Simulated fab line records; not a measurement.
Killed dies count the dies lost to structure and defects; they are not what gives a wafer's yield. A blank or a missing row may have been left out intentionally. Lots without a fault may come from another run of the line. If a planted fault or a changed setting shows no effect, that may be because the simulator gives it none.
Which tool was responsible? | flow gf180mcu | Sampling: 13 lots, 39 wafers, 3 of 602 route steps

== WHAT THE GAUGES READ, wafer by wafer ==
GF_CONTACT_CD_MEAS_14 targets a cd of 220 nm.
lot  | measured     | on       | cdNm (nm)
L144 | day 16 23:40 | cdSem-01 | 218.4 218.9 218.4
L143 | day 17 02:53 | cdSem-01 | 220.9 221.1 221.3
L145 | day 17 16:10 | cdSem-02 | 220.6 219.6 219.3
L153 | day 20 17:27 | cdSem-01 | 176.3 176.3 175.8
L154 | day 21 05:59 | cdSem-01 | 220.6 220.2 219.8
L156 | day 21 21:49 | cdSem-01 | 219.6 220.4 221.8
L158 | day 22 12:55 | cdSem-01 | 220.3 221.3 220.0
L157 | day 22 15:27 | cdSem-02 | 219.6 217.9 218.6
L159 | day 23 01:41 | cdSem-01 | 220.8 220.0 220.1
L160 | day 23 09:37 | cdSem-01 | 218.9 221.5 221.6
L162 | day 23 13:06 | cdSem-01 | 222.5 220.2 221.7
L161 | day 23 15:12 | cdSem-01 | 221.5 221.5 220.4
L163 | day 24 02:51 | cdSem-02 | 221.6 221.8 221.9

== TOOL THAT RAN EACH LOT (tool first, then ch and the chambers of the sampled wafers, then the start) ==
lot  | GF_SAB_CVD_00                   | GF_CONTACT_EXPOSE_11
L144 | pecvd-03 ch 0,1,2, day 15 02:24 | krfScanner-02 ch 0, day 16 12:34
L143 | pecvd-03 ch 1,2, day 15 05:18   | krfScanner-02 ch 0, day 16 15:32
L145 | pecvd-04 ch 0,1,2, day 15 17:12 | krfScanner-02 ch 0, day 17 05:16
L153 | pecvd-04 ch 0,1,2, day 18 16:20 | krfScanner-01 ch 0, day 20 06:04
L154 | pecvd-02 ch 0,1,2, day 19 05:03 | krfScanner-01 ch 0, day 20 18:12
L156 | pecvd-03 ch 0,2, day 19 20:28   | krfScanner-01 ch 0, day 21 10:16
L158 | pecvd-03 ch 0,1, day 20 12:29   | krfScanner-02 ch 0, day 22 01:07
L157 | pecvd-02 ch 0,1,2, day 20 14:59 | krfScanner-02 ch 0, day 22 03:27
L159 | pecvd-02 ch 1,2, day 21 01:54   | krfScanner-02 ch 0, day 22 14:41
L160 | pecvd-02 ch 0,1,2, day 21 08:53 | krfScanner-01 ch 0, day 22 22:00
L162 | pecvd-04 ch 0,1,2, day 21 13:17 | krfScanner-02 ch 0, day 23 01:26
L161 | pecvd-03 ch 0,1,2, day 21 17:14 | krfScanner-01 ch 0, day 23 04:29
L163 | pecvd-02 ch 0,1,2, day 22 04:32 | krfScanner-02 ch 0, day 23 16:40
- GF_SAB_CVD_00: deposits SiO2 from TEOS, target thk 50 nm, time 4.9302 s.
- GF_CONTACT_EXPOSE_11: exposes mask Contact, target cd 220 nm.

== WHAT THE TOOLS THEMSELVES READ (means of the sampled wafers that have a number; where no wafer has one, the mark that the record gives instead) ==
GF_SAB_CVD_00.
lot  | tool     | heaterPowerW (W)
L144 | pecvd-03 | 619
L143 | pecvd-03 | 640
L145 | pecvd-04 | 620
L153 | pecvd-04 | 581
L154 | pecvd-02 | 659
L156 | pecvd-03 | 614
L158 | pecvd-03 | 627
L157 | pecvd-02 | 671
L159 | pecvd-02 | 662
L160 | pecvd-02 | 674
L162 | pecvd-04 | 641
L161 | pecvd-03 | 629
L163 | pecvd-02 | 646

== THE ANSWER, worked out from the rows above alone ==
Rule: what is usual is taken from the lots themselves. The widest of any qualifying gaps counts: lots, ordered by their means at a reading, are off when they make up no more than a third of the lots, leave a main group of 4 or more, and stand apart from it by 3 or more times the standard deviation of that group's means. Not used: any main group whose means are identical at the precision the tables above print for the reading. A lot without any number at a reading at which 4 lots or more have one is off too. Any other lot the step has rows for is counted as sound. The gauges are gone through in route order, then the tools' own readings, and for those a lot's mean is taken as printed above. The first step at which some lot is off is used, and at that step the reading that is off furthest; a lot without a number counts as furthest.
Off at GF_CONTACT_CD_MEAS_14 (cdNm): L153. The main group has a mean of 220.4 nm with a standard deviation of 0.95.
A tool fits if, at a process step before that reading, it ran every lot that is off, and no sound lot after the first of them. Gauges at GF_CONTACT_CD_MEAS_14: tried the same way as those tools. Of those tried, none fits.

== WHAT THE SIMULATOR HAD PUT IN ==
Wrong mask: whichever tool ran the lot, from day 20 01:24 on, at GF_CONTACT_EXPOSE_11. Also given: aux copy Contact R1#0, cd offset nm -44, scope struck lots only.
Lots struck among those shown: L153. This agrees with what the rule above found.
